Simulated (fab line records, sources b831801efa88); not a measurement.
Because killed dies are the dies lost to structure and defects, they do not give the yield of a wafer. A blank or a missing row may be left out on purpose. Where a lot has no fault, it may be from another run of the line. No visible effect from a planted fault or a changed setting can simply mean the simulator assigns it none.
fab line records | flow sfqLine
record: lots: 15 | wafers: 45 | lastDay: 92
route steps=325 shown I4@176 JJ@192 M5@205 R5@225
lots untouched by any fault: they come from a run of this same line in which no faults occurred
startH: hours from the record's opening day to when the first of the lot's shown wafers began | waitH: how many hours have passed since the lot's step before this one | " same as the row above | L1.1+2: a row that stands for several wafers | - no value present, or no start provided | * or withheld: withheld | < > ~ a bound
route shown NAME@n: names a module that has steps shown in the file, with the first one's number in the route | usual: mean/standard deviation of fault-free wafers | same: alike in all rows | chamber/n: place in a boat | sites: each site's reading | _std_site: how widely they spread, as a standard deviation | _edge_site: mean of outer sites minus mean of inner sites | radiusMm: for every site, how far away it sits from the centre of the wafer | mask NAME#n: copy n | behind: the last tool/chamber to shape the wafer | hold: reason for holding the lot/hours on hold/outcome of the hold | device: transistor that didn't switch, given as n, p or np | end of line: at the end of the route, the tests of the same wafers | a step without rows: its recipe alone | killed: at the first sort, the dies lost to defects and structure; wafer yield is something else | map: a wafer's dies, x killed, . not, _ none there
set.NAME: the setting as run; set.NAME@STEP: as run at that earlier step | model.NAME: the simulator's own value behind a step, which no gauge read
the route's steps for a sample of lots (tables are steps, rows are wafers)
services: the hour from which a tool's chamber was out of use, counted from the record's first day as startH (under 0 if before that day), plus the number of hours and why
== steps ==
step: SFQ_TRILAYER_I4_VIA_STRIP_STRIP_107
recipe: gas: O2 | powerW: 200 | platenTempC: 40 | overashFraction: 0.65 | chemistry: O2 | pressureMtorr: 50
usual: drypumpMotorCurrentA: 5.49/0.25 | oesProductAu: 1.000/0.0064
lot.wafer | tool        | chamber | startH  | waitH | drypumpMotorCurrentA | oesProductAu | rfHoursCounterH
L137.3    | rieMetal-03 | 0       | 1403.20 | -     | 5.59                 | 1.004        | -
L137.5    | "           | 0       | "       | "     | 5.58                 | 0.992        | -
L137.6    | "           | 0       | "       | "     | 5.58                 | 1.002        | -
L138.3    | rieMetal-04 | 0       | 1417.40 | -     | 5.18                 | 0.997        | -
L138.4    | "           | 1       | "       | "     | 5.33                 | 1.000        | -
L138.5    | "           | 0       | "       | "     | 5.19                 | 0.994        | -
L139.1    | rieMetal-04 | 0       | 1430.40 | -     | 5.17                 | 0.994        | 21
L139.2    | "           | 1       | "       | "     | 5.32                 | 0.993        | 3
L139.3    | "           | 1       | "       | "     | 5.34                 | 0.997        | -
L142.2    | rieMetal-02 | 1       | 1461.85 | -     | 5.73                 | 1.006        | 79
L142.3    | "           | 1       | "       | "     | 5.76                 | 1.004        | -
L142.4    | "           | 0       | "       | "     | 6.00                 | 1.002        | -
L144.3    | rieMetal-02 | 1       | 1466.85 | -     | 5.74                 | 0.989        | -
L144.5    | "           | 1       | "       | "     | 5.74                 | 1.000        | -
L144.6    | "           | 0       | "       | "     | 5.99                 | 1.002        | -
L146.1    | rieMetal-03 | 1       | 1478.65 | -     | 5.31                 | 1.006        | 10
L146.2    | "           | 0       | "       | "     | 5.60                 | 0.990        | 120
L146.5    | "           | 0       | "       | "     | 5.62                 | 0.999        | -
L147.1    | rieMetal-03 | 1       | 1491.85 | -     | 5.35                 | 1.005        | 12
L147.2    | "           | 0       | "       | "     | 5.59                 | 0.999        | 122
L147.4    | "           | 0       | "       | "     | 5.61                 | 0.997        | -
L151.2    | rieMetal-03 | 1       | 1523.57 | -     | 5.34                 | 0.997        | -
L151.5    | "           | 1       | "       | "     | 5.31                 | 0.999        | -
L151.6    | "           | 1       | "       | "     | 5.33                 | 1.004        | -
L153.3    | rieMetal-03 | 0       | 1556.55 | -     | 5.56                 | 1.004        | -
L153.4    | "           | 1       | "       | "     | 5.32                 | 1.000        | -
L153.5    | "           | 1       | "       | "     | 5.31                 | 0.999        | -
L154.1    | rieMetal-03 | 0       | 1570.42 | -     | 5.60                 | 0.991        | 5
L154.3    | "           | 0       | "       | "     | 5.58                 | 1.001        | -
L154.6    | "           | 1       | "       | "     | 5.36                 | 1.003        | -
L155.2    | rieMetal-03 | 1       | 1576.42 | -     | 5.30                 | 1.005        | 22
L155.3    | "           | 1       | "       | "     | 5.32                 | 1.000        | -
L155.5    | "           | 1       | "       | "     | 5.34                 | 0.995        | -
L156.2    | rieMetal-02 | 1       | 1582.62 | -     | 5.73                 | 0.996        | -
L156.4    | "           | 1       | "       | "     | 5.74                 | 0.998        | -
L156.5    | "           | 1       | "       | "     | 5.76                 | 0.999        | -
L157.1    | rieMetal-04 | 1       | 1597.30 | -     | 5.33                 | 0.990        | 26
L157.4    | "           | 1       | "       | "     | 5.34                 | 0.997        | -
L157.6    | "           | 1       | "       | "     | 5.33                 | 0.997        | -
L158.3    | rieMetal-02 | 0       | 1599.90 | -     | 5.99                 | 0.991        | -
L158.5    | "           | 0       | "       | "     | 6.02                 | 0.992        | -
L158.6    | "           | 1       | "       | "     | 5.78                 | 1.000        | -
L159.1    | rieMetal-02 | 1       | 1602.10 | -     | 5.77                 | 0.988        | 103
L159.2    | "           | 0       | "       | "     | 6.01                 | 0.984        | 0
L159.6    | "           | 1       | "       | "     | 5.73                 | 1.004        | -
step: SFQ_TRILAYER_JJ_CE_METRO_MEASURE_117
usual: cdNm: 700.0/1.2
lot.wafer | tool     | chamber | startH  | waitH | cdNm
L137.3    | cdSem-02 | -       | 1535.00 | 0.4   | 701.5
L137.5    | "        | -       | "       | "     | 701.1
L137.6    | "        | -       | "       | "     | 701.2
L138.3    | cdSem-01 | -       | 1547.00 | 0.4   | 699.6
L138.4    | "        | -       | "       | "     | 699.7
L138.5    | "        | -       | "       | "     | 699.2
L139.1    | cdSem-02 | -       | 1558.60 | 0.0   | 699.2
L139.2    | "        | -       | "       | "     | 700.6
L139.3    | "        | -       | "       | "     | 699.2
L142.2    | cdSem-01 | -       | 1562.40 | 0.2   | 701.2
L142.3    | "        | -       | "       | "     | 699.4
L142.4    | "        | -       | "       | "     | 700.4
L144.3    | cdSem-01 | -       | 1565.00 | 0.4   | 699.6
L144.5    | "        | -       | "       | "     | 699.1
L144.6    | "        | -       | "       | "     | 699.3
L146.1    | cdSem-01 | -       | 1567.00 | 0.0   | 699.0
L146.2    | "        | -       | "       | "     | 697.9
L146.5    | "        | -       | "       | "     | 698.1
L147.1    | cdSem-02 | -       | 1568.20 | 0.0   | 700.0
L147.2    | "        | -       | "       | "     | 701.1
L147.4    | "        | -       | "       | "     | 701.6
L151.2    | cdSem-02 | -       | 1573.20 | 0.2   | 701.3
L151.5    | "        | -       | "       | "     | 700.6
L151.6    | "        | -       | "       | "     | 700.9
L153.3    | cdSem-02 | -       | 1655.44 | 0.4   | 700.2
L153.4    | "        | -       | "       | "     | 700.2
L153.5    | "        | -       | "       | "     | 700.0
L154.1    | cdSem-02 | -       | 1676.64 | 0.0   | 699.1
L154.3    | "        | -       | "       | "     | 698.2
L154.6    | "        | -       | "       | "     | 697.2
L155.2    | cdSem-02 | -       | 1685.24 | 0.2   | 698.8
L155.3    | "        | -       | "       | "     | 700.4
L155.5    | "        | -       | "       | "     | 699.3
L156.2    | cdSem-01 | -       | 1692.44 | 0.2   | 701.2
L156.4    | "        | -       | "       | "     | 700.5
L156.5    | "        | -       | "       | "     | 701.7
L157.1    | cdSem-02 | -       | 1705.44 | 0.0   | 697.8
L157.4    | "        | -       | "       | "     | 698.3
L157.6    | "        | -       | "       | "     | 697.5
L158.3    | cdSem-01 | -       | 1709.44 | 0.4   | 700.5
L158.5    | "        | -       | "       | "     | 701.5
L158.6    | "        | -       | "       | "     | 699.8
L159.1    | cdSem-02 | -       | 1713.84 | 0.0   | 700.7
L159.2    | "        | -       | "       | "     | 699.9
L159.6    | "        | -       | "       | "     | 699.9
step: SFQ_TRILAYER_M5_BARC_OPEN_METAL_ETCH_161
recipe: maskMaterial: PR | chemistry: O2 | targetDepthNm: 125 | target: BARC | icpW: 600 | biasW: 80 | pressureMtorr: 10 | timeS: 41.7
usual: drypumpMotorCurrentA: 5.63/0.23 | oesProductAu: 0.685/0.0047
lot.wafer | tool        | chamber | startH  | waitH | drypumpMotorCurrentA | oesProductAu | rfHoursCounterH
L137.3    | rieMetal-03 | 1       | 1539.72 | 0.0   | 5.30                 | 0.687        | -
L137.5    | "           | 1       | "       | "     | 5.31                 | 0.684        | -
L137.6    | "           | 0       | "       | "     | 5.59                 | 0.682        | -
L138.3    | rieMetal-03 | 0       | 1551.59 | 0.0   | 5.57                 | 0.692        | -
L138.4    | "           | 1       | "       | "     | 5.32                 | 0.680        | -
L138.5    | "           | 1       | "       | "     | 5.29                 | 0.684        | -
L139.1    | rieMetal-01 | 1       | 1657.44 | 0.0   | 5.71                 | 0.682        | 54
L139.2    | "           | 0       | "       | "     | 5.83                 | 0.679        | 118
L139.3    | "           | 1       | "       | "     | 5.72                 | 0.687        | -
L142.2    | rieMetal-03 | 1       | 1663.44 | 0.0   | 5.29                 | 0.682        | 32
L142.3    | "           | 0       | "       | "     | 5.58                 | 0.688        | -
L142.4    | "           | 1       | "       | "     | 5.31                 | 0.685        | -
L144.3    | rieMetal-01 | 1       | 1668.26 | 0.0   | 5.72                 | 0.678        | -
L144.5    | "           | 0       | "       | "     | 5.80                 | 0.690        | -
L144.6    | "           | 1       | "       | "     | 5.70                 | 0.693        | -
L146.1    | rieMetal-01 | 0       | 1671.84 | 0.0   | 5.83                 | 0.679        | 120
L146.2    | "           | 1       | "       | "     | 5.74                 | 0.679        | 56
L146.5    | "           | 1       | "       | "     | 5.76                 | 0.686        | -
L147.1    | rieMetal-03 | 0       | 1673.04 | 0.0   | 5.55                 | 0.680        | 16
L147.2    | "           | 1       | "       | "     | 5.34                 | 0.688        | 33
L147.4    | "           | 1       | "       | "     | 5.36                 | 0.684        | -
L151.2    | rieMetal-01 | 1       | 1681.44 | 0.0   | 5.70                 | 0.681        | 58
L151.5    | "           | 1       | "       | "     | 5.71                 | 0.678        | -
L151.6    | "           | 0       | "       | "     | 5.81                 | 0.682        | -
L153.3    | rieMetal-03 | 0       | 1760.60 | 0.0   | 5.61                 | 0.685        | -
L153.4    | "           | 1       | "       | "     | 5.33                 | 0.699        | -
L153.5    | "           | 1       | "       | "     | 5.34                 | 0.679        | -
L154.1    | rieMetal-03 | 1       | 1778.58 | 0.0   | 5.32                 | 0.690        | 51
L154.3    | "           | 1       | "       | "     | 5.32                 | 0.686        | -
L154.6    | "           | 0       | "       | "     | 5.61                 | 0.684        | -
L155.2    | rieMetal-02 | 0       | 1789.40 | 0.0   | 6.00                 | 0.685        | -
L155.3    | "           | 0       | "       | "     | 5.92                 | 0.689        | -
L155.5    | "           | 0       | "       | "     | 5.99                 | 0.694        | -
L156.2    | rieMetal-03 | 1       | 1797.56 | 0.0   | 5.35                 | 0.690        | 55
L156.4    | "           | 0       | "       | "     | 5.58                 | 0.687        | -
L156.5    | "           | 0       | "       | "     | 5.57                 | 0.690        | -
L157.1    | rieMetal-03 | 1       | 1805.96 | 0.0   | 5.30                 | 0.690        | 56
L157.4    | "           | 0       | "       | "     | 5.58                 | 0.676        | -
L157.6    | "           | 1       | "       | "     | 5.33                 | 0.683        | -
L158.3    | rieMetal-02 | 0       | 1808.40 | 0.1   | 6.05                 | 0.684        | -
L158.5    | "           | 0       | "       | "     | 6.02                 | 0.688        | -
L158.6    | "           | 0       | "       | "     | 6.02                 | 0.690        | -
L159.1    | rieMetal-03 | 1       | 1811.96 | 0.0   | 5.32                 | 0.686        | 56
L159.2    | "           | 0       | "       | "     | 5.55                 | 0.680        | 39
L159.6    | "           | 1       | "       | "     | 5.32                 | 0.673        | -
step: SFQ_TRILAYER_R5_ETCH_METAL_ETCH_139
recipe: stopOn: SiO2 | maskMaterial: PR | chemistry: Cl2 | targetDepthNm: 60 | icpW: 600 | biasW: 80 | pressureMtorr: 10 | timeS: 40
usual: drypumpMotorCurrentA: 5.51/0.24 | oesProductAu: 0.991/0.0059
lot.wafer | tool        | chamber | startH  | waitH | drypumpMotorCurrentA | oesProductAu | rfHoursCounterH
L137.3    | rieMetal-01 | 0       | 1549.80 | 0.0   | 5.80                 | 0.999        | -
L137.5    | "           | 0       | "       | "     | 5.79                 | 0.991        | -
L137.6    | "           | 1       | "       | "     | 5.73                 | 0.993        | -
L138.3    | rieMetal-04 | 1       | 1590.04 | 0.1   | 5.34                 | 0.989        | -
L138.4    | "           | 1       | "       | "     | 5.33                 | 0.989        | -
L138.5    | "           | 1       | "       | "     | 5.34                 | 0.998        | -
L139.1    | rieMetal-01 | 1       | 1763.10 | 0.1   | 5.71                 | 0.991        | 74
L139.2    | "           | 1       | "       | "     | 5.72                 | 0.991        | -
L139.3    | "           | 1       | "       | "     | 5.72                 | 0.987        | -
L142.2    | rieMetal-01 | 0       | 1770.24 | 0.0   | 5.82                 | 0.992        | 1
L142.3    | "           | 0       | "       | "     | 5.84                 | 0.990        | -
L142.4    | "           | 1       | "       | "     | 5.72                 | 0.982        | -
L144.3    | rieMetal-03 | 1       | 1773.86 | 0.0   | 5.31                 | 0.999        | -
L144.5    | "           | 1       | "       | "     | 5.32                 | 0.987        | -
L144.6    | "           | 0       | "       | "     | 5.54                 | 0.987        | -
L146.1    | rieMetal-01 | 1       | 1777.44 | 0.0   | 5.69                 | 0.849        | 77
L146.2    | "           | 0       | "       | "     | 5.80                 | 0.990        | 2
L146.5    | "           | 0       | "       | "     | 5.78                 | 0.994        | -
L147.1    | rieMetal-01 | 1       | 1779.84 | 0.0   | 5.70                 | 0.850        | 78
L147.2    | "           | 0       | "       | "     | 5.82                 | 0.997        | 3
L147.4    | "           | 1       | "       | "     | 5.73                 | 0.844        | -
L151.2    | rieMetal-01 | 0       | 1788.24 | 0.0   | 5.79                 | 0.992        | 4
L151.5    | "           | 0       | "       | "     | 5.80                 | 0.997        | -
L151.6    | "           | 1       | "       | "     | 5.68                 | 0.842        | -
L153.3    | rieMetal-04 | 0       | 1867.49 | 0.0   | 5.18                 | 0.986        | -
L153.4    | "           | 1       | "       | "     | 5.31                 | 0.990        | -
L153.5    | "           | 0       | "       | "     | 5.19                 | 0.998        | -
L154.1    | rieMetal-04 | 0       | 1879.01 | 0.0   | 5.18                 | 0.995        | 80
L154.3    | "           | 1       | "       | "     | 5.34                 | 0.988        | -
L154.6    | "           | 0       | "       | "     | 5.18                 | 0.976        | -
L155.2    | rieMetal-01 | 1       | 1892.33 | 0.0   | 5.71                 | 0.988        | 94
L155.3    | "           | 1       | "       | "     | 5.70                 | 0.993        | -
L155.5    | "           | 0       | "       | "     | 5.80                 | 0.999        | -
L156.2    | rieMetal-01 | 0       | 1900.73 | 0.0   | 5.81                 | 0.995        | 20
L156.4    | "           | 0       | "       | "     | 5.82                 | 0.986        | -
L156.5    | "           | 1       | "       | "     | 5.70                 | 0.986        | -
L157.1    | rieMetal-01 | 1       | 1911.53 | 0.0   | 5.73                 | 1.000        | 96
L157.4    | "           | 1       | "       | "     | 5.71                 | 0.996        | -
L157.6    | "           | 0       | "       | "     | 5.83                 | 0.993        | -
L158.3    | rieMetal-04 | 0       | 1915.15 | 0.0   | 5.16                 | 0.986        | -
L158.5    | "           | 1       | "       | "     | 5.32                 | 0.989        | -
L158.6    | "           | 0       | "       | "     | 5.15                 | 0.981        | -
L159.1    | rieMetal-03 | 1       | 1917.53 | 0.0   | 5.32                 | 0.996        | 69
L159.2    | "           | 0       | "       | "     | 5.58                 | 0.994        | 52
L159.6    | "           | 1       | "       | "     | 5.31                 | 0.995        | -
== services ==
tool        | chamber | startH  | hours | kind
cdSem-02    | -       | 1406.60 | 2.3   | pm
rieMetal-02 | -       | 1411.80 | 2.8   | pm
rieMetal-01 | -       | 1455.44 | 1.6   | repair
cdSem-02    | -       | 1471.08 | 1.4   | pm
rieMetal-04 | -       | 1478.09 | 0.1   | repair
rieMetal-01 | -       | 1539.04 | 2.8   | pm
cdSem-02    | -       | 1545.61 | 0.3   | pm
cdSem-02    | -       | 1549.66 | 1.0   | pm
cdSem-02    | -       | 1551.19 | 1.0   | pm
rieMetal-04 | -       | 1558.39 | 15.6  | pm
rieMetal-01 | 1       | 1563.84 | 4.7   | repair
rieMetal-04 | 0       | 1584.12 | 15.9  | repair
cdSem-02    | -       | 1656.24 | 2.1   | pm
rieMetal-04 | -       | 1690.27 | 1.9   | repair
rieMetal-01 | -       | 1698.26 | 0.3   | repair
cdSem-02    | -       | 1729.61 | 0.9   | pm
cdSem-02    | -       | 1733.66 | 2.0   | pm
rieMetal-01 | -       | 1767.01 | 1.8   | repair
rieMetal-03 | -       | 1796.92 | 0.3   | repair
cdSem-02    | -       | 1821.19 | 6.7   | pm
cdSem-02    | -       | 1839.78 | 0.6   | pm
rieMetal-01 | -       | 1850.55 | 1.1   | repair
rieMetal-03 | -       | 1873.90 | 2.8   | pm
cdSem-02    | -       | 1913.61 | 0.9   | pm
== key ==
firstSign: step: SFQ_TRILAYER_R5_ETCH_METAL_ETCH_139 | reading: oesProductAu | direction: down | sigmas: 25 | usual: 0.991 | struck: 0.846
effect none on later readings
metAt SFQ_TRILAYER_R5_ETCH_METAL_ETCH_139
struckLots L146,L147,L151
struckWafers L146.1,L147.1,L147.4,L151.6
notActingAt SFQ_TRILAYER_I4_VIA_STRIP_STRIP_107,SFQ_TRILAYER_JJ_CE_METRO_MEASURE_117,SFQ_TRILAYER_M5_BARC_OPEN_METAL_ETCH_161
onsetBetween 1770.24 1777.44
fault: kind: processParameterDrift | tool: rieMetal-01 | chamber: 1 | onsetH: 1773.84 | steps: SFQ_TRILAYER_R5_ETCH_METAL_ETCH_139 | channel: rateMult | offset: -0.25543 | shape: step | endH: 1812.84
